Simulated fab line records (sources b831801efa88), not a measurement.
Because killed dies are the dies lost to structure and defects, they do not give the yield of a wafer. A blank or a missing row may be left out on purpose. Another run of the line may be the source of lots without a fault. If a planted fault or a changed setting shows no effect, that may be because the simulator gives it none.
Comparing a struck lot with a sound one | flow sky130 | 14 steps out of a route of 708
Sound: wafers L855.1, L855.4, L855.6. The struck wafers were L869.2, L869.4, L869.6. The cause is named last.
Per side, at each step with rows, come the tool, then ch with its chambers, and then its first start. Under that, the readings that differ: sound wafers | struck wafers | difference of the means | sigmas: that difference in standard deviations of wafers without a fault.
alike: readings whose means differ by less than 2 such deviations, and words and numbers that are the same on both sides. not compared: withheld readings, readings that some wafer has no value for, bounds like >300 that may hide the same value, and numbers for which the record gives no deviation and whose values overlap.
A row with sigmas, a row that says differs or no value, or rows on one side alone: a step with any of these is where the two part. When numbers do not overlap yet have no deviation, they are printed without sigmas and do not part them. A reading that every wafer of one side lacks parts them only if that side has two wafers or more.

SKY_LI_CONTACT_RS_MEAS_22: a four-point-probe measurement.
  sound on filmMetro-01, day 29 08:54; struck on filmMetro-02, day 34 19:12
  alike: LI_CONTACT_W_RS
SKY_LI_CONTACT_THK_MEAS_23: measures by xrf.
  sound on filmMetro-01, day 29 09:01; struck on filmMetro-02, day 34 19:19
  alike: LI_CONTACT_W_THK
SKY_LI_CONTACT_CMP_24: polishes, stops on PSG, t overpolish 20 s, target thk 0 nm.
  sound on cmp-01 ch 1,3, day 29 09:08; struck on cmp-02 ch 0,1,3, day 34 19:25
reading           | sound          | struck         | difference | sigmas
motorCurrentA (A) | 11.8 13.4 13.4 | 11.7 10.8 11.0 | -1.7       | -2
  alike: headPressurePsi, overpolishRunS, timeToEndpointS
SKY_LOCAL_INTERCONNECT_SPUTTER_00: material TiN, target thk 100 nm, time 83.3 s.
  sound on pvdSputter-01, day 29 09:23; struck on pvdSputter-01, day 34 19:40
  alike: throttleValvePct
SKY_LOCAL_INTERCONNECT_RS_MEAS_01: a four-point-probe measurement.
  sound on filmMetro-03, day 29 09:27; struck on filmMetro-04, day 34 19:45
  alike: LOCAL_INTERCONNECT_TIN_RS
SKY_LOCAL_INTERCONNECT_THK_MEAS_02: measures by xrf.
  sound on filmMetro-03, day 29 09:34; struck on filmMetro-04, day 34 19:52
  alike: LOCAL_INTERCONNECT_TIN_THK
then, 6 steps without rows for these wafers: SKY_LOCAL_INTERCONNECT_DEHYDRATE_03 (time 60 s); SKY_LOCAL_INTERCONNECT_HMDS_04 (prime time 60 s); SKY_LOCAL_INTERCONNECT_COAT_05 (resist thk 60 nm); SKY_LOCAL_INTERCONNECT_COAT_06 (resist thk 450 nm); SKY_LOCAL_INTERCONNECT_SOFTBAKE_07 (time 90 s); SKY_LOCAL_INTERCONNECT_EXPOSE_08 (exposes mask LI1M, target cd 170 nm).
SKY_LOCAL_INTERCONNECT_PEB_09:
  struck on lithoTrack-01, day 35 21:00; sound on lithoTrack-03 ch 0, day 30 12:00
reading        | sound          | struck | difference                    | sigmas
exhaustPa (Pa) | 43.4 43.5 43.5 | - - -  | no value on the struck wafers | 
  not compared: chillPlateTempC
then, 1 step without rows for these wafers: SKY_LOCAL_INTERCONNECT_DEVELOP_10 (develop time 60 s).

## WHERE THEY PART
Earliest at SKY_LI_CONTACT_CMP_24; latest, in this record, at SKY_LOCAL_INTERCONNECT_PEB_09.

WHY: what had been put in by the simulator
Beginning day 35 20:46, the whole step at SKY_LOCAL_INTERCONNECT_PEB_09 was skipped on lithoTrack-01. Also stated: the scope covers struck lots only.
